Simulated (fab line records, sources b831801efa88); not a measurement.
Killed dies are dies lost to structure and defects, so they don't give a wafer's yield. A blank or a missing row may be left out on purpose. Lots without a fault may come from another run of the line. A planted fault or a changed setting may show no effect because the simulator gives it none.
One fault seen from 2 desks | flow gf180mcu | each desk has only its own numbers; what lay behind them comes last

THE TOOL OWNER'S DESK: implanter-03
The tool's own readings at GF_NSD_IMPLANT_09: means of the sampled wafers that have a number, for each lot that ran on this tool. A lot is out of limits, marked OUT, if its mean lies more than 4 standard deviations from the usual mean; the brackets give that distance.
Columns: A = beam_on_s at GF_NSD_IMPLANT_09, usual 18.0 s; B = dose_ions_cm2 at GF_NSD_IMPLANT_09, usual 4e+15; C = end_station_pressure_torr at GF_NSD_IMPLANT_09, usual 1.34e-05 Torr; D = faraday_current_uA at GF_NSD_IMPLANT_09, usual 12193
lot  | first seen here | A               | B                       | C                   | D
L870 | day 16 02:28    | 18.2            | 4e+15                   | 1.39e-05            | 12084
L872 | day 16 13:40    | 18.2            | 4e+15                   | 1.34e-05            | 12070
L876 | day 18 04:22    | 10.1 (-7.2) OUT | 4e+14 (-99 or more) OUT | 6.77e-06 (-7.1) OUT | 2215 (-13) OUT
L878 | day 18 17:40    | 10.3 (-7.0) OUT | 4e+14 (-99 or more) OUT | 6.57e-06 (-7.3) OUT | 2181 (-13) OUT
This desk's finding: out of limits on L876, L878; first on L876, day 18 04:22 (beam_on_s at GF_NSD_IMPLANT_09). In limits: L870, L872.

THE METROLOGY DESK
What the gauges read, lot by lot, whatever tool the lot ran on: means of the sampled wafers that have a number. A lot is out of limits, marked OUT, if its mean lies more than 4 standard deviations from the usual mean; the brackets give that distance.
Columns: A = POLY_GATE_CVD_00_THK at GF_POLY_GATE_THK_MEAS_01, usual 200.0 nm; B = POLY_GATE_OVL at GF_POLY_GATE_OVL_MEAS_11, usual -1 nm; C = HV_LDD_02_OVL at GF_HV_LDD_OVL_MEAS_32, usual -0.1 nm; D = NSD_TW at GF_NSD_TW_MEAS_12, usual 4205; E = NSD_RS at GF_PSD_RS_MEAS_14, usual 46.12 ohm/sq
lot  | first seen here | A     | B  | C    | D               | E
L867 | day 10 00:10    | 201.7 | 1  | 0.2  | 4173            | 46.16
L868 | day 10 01:53    | 197.0 | 1  | 0.2  | 4238            | 46.21
L869 | day 10 10:10    | 196.1 | -2 | -1.2 | 4252            | 46.19
L870 | day 10 20:05    | 197.9 | -3 | 0.6  | 4240            | 46.06
L872 | day 11 04:58    | 199.2 | -1 | 0.4  | 4170            | 46.11
L876 | day 12 14:23    | 201.0 | 5  | -1.1 | 3819 (-9.0) OUT | 96.75 (+99 or more) OUT
L878 | day 13 01:35    | 198.6 | -4 | -0.7 | 3756 (-10) OUT  | 96.59 (+99 or more) OUT
L880 | day 13 16:24    | 202.2 | 1  | -1.0 | 4253            | 46.12
L881 | day 13 23:51    | 197.8 | -1 | -1.2 | 4188            | 46.16
L883 | day 14 10:02    | 199.7 | -5 | 0.8  | 4147            | 46.13
L885 | day 15 04:16    | 202.2 | -4 | -1.5 | 4208            | 46.22
This desk's finding: out of limits on L876, L878; first on L876, day 18 04:44 (NSD_TW at GF_NSD_TW_MEAS_12). In limits: L867, L868, L869, L870, L872, L880, L881, L883, L885.

PUT TOGETHER
The tool owner's desk could have raised an alarm at day 18 04:22, on L876, L878.
The metrology desk could have raised an alarm at day 18 04:44, on L876, L878.
Of the lots named, all ran GF_NSD_IMPLANT_09 on implanter-03.

WHAT THE SIMULATOR HAD PUT IN
Process parameter drift: implanter-03, from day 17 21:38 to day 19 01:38, at GF_NSD_IMPLANT_09. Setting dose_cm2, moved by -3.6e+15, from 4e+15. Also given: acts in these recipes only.
Lots struck among those shown: L876, L878.
Hours from the fault's start to each desk's first reading out of limits: the tool owner's desk, 7; the metrology desk, 7.
